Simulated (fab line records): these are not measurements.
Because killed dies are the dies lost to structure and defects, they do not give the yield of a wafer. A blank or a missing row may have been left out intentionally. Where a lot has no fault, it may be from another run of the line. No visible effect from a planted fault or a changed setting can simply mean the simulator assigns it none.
What tool caused it?    flow sky130    12 lots, 36 wafers sampled, at 3 steps of a route of 708

WHAT THE GAUGES SHOWED, per wafer
SKY_VIA2_THK_MEAS_01. Usual: VIA2_HDPCVD_THK typically reads 1175 nm, with standard deviation 13.
lot   measured      on            VIA2_HDPCVD_THK (nm)  flag
L680  day 34 23:18  filmMetro-03  1193 1182 1179        
L682  day 35 19:50  filmMetro-02  1180 1168 1167        
L683  day 36 01:26  filmMetro-02  1174 1186 1191        
L684  day 36 09:14  filmMetro-03  1179 1167 1168        
L693  day 39 08:51  filmMetro-02  1175 1182 1169        
L694  day 39 15:17  filmMetro-03  1153 1163 1169        
L695  day 40 05:41  filmMetro-04  1195 1199 1206        
L696  day 40 07:02  filmMetro-02  1159 1168 1179        
L699  day 40 23:28  filmMetro-03  1188 1177 1178        
L703  day 42 13:52  filmMetro-03  1177 1183 1184        
L702  day 42 16:55  filmMetro-04  1186 1161 1159        
L701  day 42 21:05  filmMetro-04  1175 1186 1192        

SKY_VIA3_OVL_MEAS_13. Usual: VIA3_OVL typically reads 1 nm, with standard deviation 5.
lot   measured      on          VIA3_OVL (nm)  flag
L680  day 39 11:41  overlay-01  1 -1 3         
L682  day 40 06:39  overlay-02  2 0 3          
L683  day 40 12:05  overlay-01  4 9 -2         
L684  day 40 18:20  overlay-02  -1 -1 0        
L693  day 43 14:25  overlay-01  5 -3 -3        
L694  day 43 19:10  overlay-02  -6 -4 5        
L695  day 44 08:48  overlay-02  5 3 10         
L696  day 44 08:56  overlay-01  -5 -2 -3       
L699  day 45 00:17  overlay-01  -3 -1 -1       
L703  day 46 10:32  overlay-02  -3 2 3         
L702  day 46 12:59  overlay-01  -11 -4 -3      
L701  day 46 18:02  overlay-02  -1 9 6         

WHAT TOOL EACH LOT RAN ON (gives the tool, then ch and the chambers of the sampled wafers, and finally the start)
lot   SKY_METAL3_SPUTTER_04
L680  pvdSputter-03, day 36 03:50
L682  pvdSputter-04, day 36 23:41
L683  pvdSputter-04, day 37 05:26
L684  pvdSputter-01, day 37 13:10
L693  pvdSputter-01, day 40 12:26
L694  pvdSputter-03, day 40 17:47
L695  pvdSputter-03, day 41 08:16
L696  pvdSputter-01, day 41 09:13
L699  pvdSputter-04, day 42 01:41
L703  pvdSputter-03, day 43 15:50
L702  pvdSputter-04, day 43 17:35
L701  pvdSputter-01, day 43 22:14
- SKY_METAL3_SPUTTER_04: material TiN, target thk 70 nm, time 58.3 s.

WHAT THE TOOLS THEMSELVES READ (means of the sampled wafers that have a number; where no wafer has one, the mark that the record gives instead)
SKY_METAL3_SPUTTER_04. Usual: cathodeDcPowerW 6499.9 W, standard deviation 1.2; throttleValvePct 29.4 %, standard deviation 1.
lot   tool           cathodeDcPowerW (W)  throttleValvePct (%)  flag
L680  pvdSputter-03  6500.2               30.2                  
L682  pvdSputter-04  6501.4               29.7                  
L683  pvdSputter-04  6499.3               30.8                  
L684  pvdSputter-01  6499.0               28.4                  
L693  pvdSputter-01  6499.8               28.8                  
L694  pvdSputter-03  6499.1               29.0                  
L695  pvdSputter-03  6499.0               29.4                  
L696  pvdSputter-01  6499.7               28.9                  
L699  pvdSputter-04  6499.2               30.1                  
L703  pvdSputter-03  6500.3               29.1                  
L702  pvdSputter-04  6499.6               29.1                  
L701  pvdSputter-01  6499.6               29.3                  

THE ANSWER, worked out from the rows above alone
Rule: a lot is off if the mean of its wafers that have a number lies more than 3 standard deviations from the usual mean. A lot without any number at a reading at which 4 lots or more have one is off too. All remaining lots with rows at the step are treated as sound. Order of review: gauges by route order, followed by the tools' own readings, for which a lot's mean as printed above is used. The first step at which some lot is off is used, and at that step the reading that is off furthest; a lot without a number counts as furthest.
No lot is off on any of the readings shown, so nothing can be concluded from this.

WHAT HAD BEEN PUT IN BY THE SIMULATOR
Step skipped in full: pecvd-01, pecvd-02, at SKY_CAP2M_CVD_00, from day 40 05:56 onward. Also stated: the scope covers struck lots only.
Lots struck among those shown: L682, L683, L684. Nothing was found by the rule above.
